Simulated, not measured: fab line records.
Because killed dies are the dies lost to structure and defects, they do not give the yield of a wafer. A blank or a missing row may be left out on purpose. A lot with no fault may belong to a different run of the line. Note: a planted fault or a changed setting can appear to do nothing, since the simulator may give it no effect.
Split-lot experiment -- flow sfq line -- route with 325 steps; 5 lots, 23 wafers read

SPLIT DETAILS
At SFQ_TRILAYER_M8_DEP_EVAP_197 (material Ti, target thk 20 nm, time 100 s), the setting time s was moved away from the recipe's 100 s on 8 of the 23 wafers read, by -13.0% to +7.9%. All remaining wafers had this setting at the recipe value.

Reading taken at the split's own step.

THE READING
Ti_of_TRILAYER_M8_DEP_EVAP_197.thk nm (the simulator's own value, which no gauge read), in nm, at SFQ_TRILAYER_M8_DEP_EVAP_197 (material Ti, target thk 20 nm, time 100 s). No usual value for it is given in the file. The 15 wafers here that ran the recipe average 19.87 nm, standard deviation 0.24 nm.

wafer,"tool, chamber at the split","time s as run, s",against the recipe,"Ti_of_TRILAYER_M8_DEP_EVAP_197.thk nm, nm",against lot-mates on the recipe
L074.1,"pvd sputter-02, -",100,recipe,19.42,-
L074.2,"pvd sputter-02, -",100,recipe,19.57,-
L074.4,"pvd sputter-02, -",87,-13.0%,16.85,-2.70
L074.5,"pvd sputter-02, -",100,recipe,19.65,-
L074.6,"pvd sputter-02, -",87,-13.0%,17.08,-2.47
L077.4,"pvd sputter-01, -",100,recipe,20.14,-
L077.5,"pvd sputter-01, -",100,recipe,20.29,-
L077.6,"pvd sputter-01, -",100,recipe,20.32,-
L078.1,"pvd sputter-02, -",100,recipe,19.98,-
L078.2,"pvd sputter-02, -",100,recipe,19.7,-
L078.4,"pvd sputter-02, -",107.9,+7.9%,21.38,+1.54
L078.5,"pvd sputter-02, -",107.9,+7.9%,21.16,+1.32
L078.6,"pvd sputter-02, -",107.9,+7.9%,21.49,+1.65
L080.1,"pvd sputter-02, -",100,recipe,19.81,-
L080.3,"pvd sputter-02, -",93.2,-6.8%,18.4,-1.46
L080.4,"pvd sputter-02, -",93.2,-6.8%,18.71,-1.15
L080.5,"pvd sputter-02, -",100,recipe,19.91,-
L080.6,"pvd sputter-02, -",93.2,-6.8%,18.53,-1.33
L084.1,"pvd sputter-02, -",100,recipe,19.85,-
L084.3,"pvd sputter-02, -",100,recipe,19.85,-
L084.2,"pvd sputter-02, -",100,recipe,19.83,-
L084.5,"pvd sputter-02, -",100,recipe,19.84,-
L084.6,"pvd sputter-02, -",100,recipe,19.87,-

FIT RESULTS
A straight line over all 23 wafers: Ti_of_TRILAYER_M8_DEP_EVAP_197.thk nm changes by +0.206 nm for each +1% of time s; r = +0.98; the points scatter about the line by 0.23 nm.
The same after taking each lot's own level away (the mean of its wafers on the recipe; 23 wafers): +0.195 nm for each +1%; r = +1.00; scatter 0.1 nm.
Per that fit: largest time s move, reading shift of 2.5 nm.
From 19.547 to 20.250 nm: that is the span of the lots' own levels, equal to 3.0 times the standard deviation above.
The two slopes agree, so the slope changes little with the lot-to-lot level.
Check: -2.48 nm against its lot-mates is what the line predicts for one of the wafers moved furthest among these (-13.0%) when that wafer is left out of the fit. It came out at -2.7 nm against them.

ADDITIONAL SPLITS CARRIED BY THESE WAFERS
Note: prior to the reading, these wafers also went through further splits. Each is held against what the fit with the lots' levels taken away leaves over:
other split on the same wafers,wafers away from the commonest value,r with Ti_of_TRILAYER_M8_DEP_EVAP_197.thk nm (lot level and that fit taken away)
SFQ_TRILAYER_I6_VIA_ETCH_VIA_ETCH_172 bias w,7,+0.02
SFQ_TRILAYER_M7_LITHO_PEB_180 peb temp c,7,+0.02
SFQ_TRILAYER_M7_BARC_OPEN_METAL_ETCH_229 bias w,8,-0.06
SFQ_TRILAYER_I7_VIA_LITHO_COAT_187 spin rpm,5,-0.08
SFQ_TRILAYER_I7_VIA_LITHO_PEB_190 peb time s,7,-0.03

FILE'S OWN FIT
Ti_of_TRILAYER_M8_DEP_EVAP_197.thk nm changes by +0.196 nm for each +1% of time s, r = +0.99.
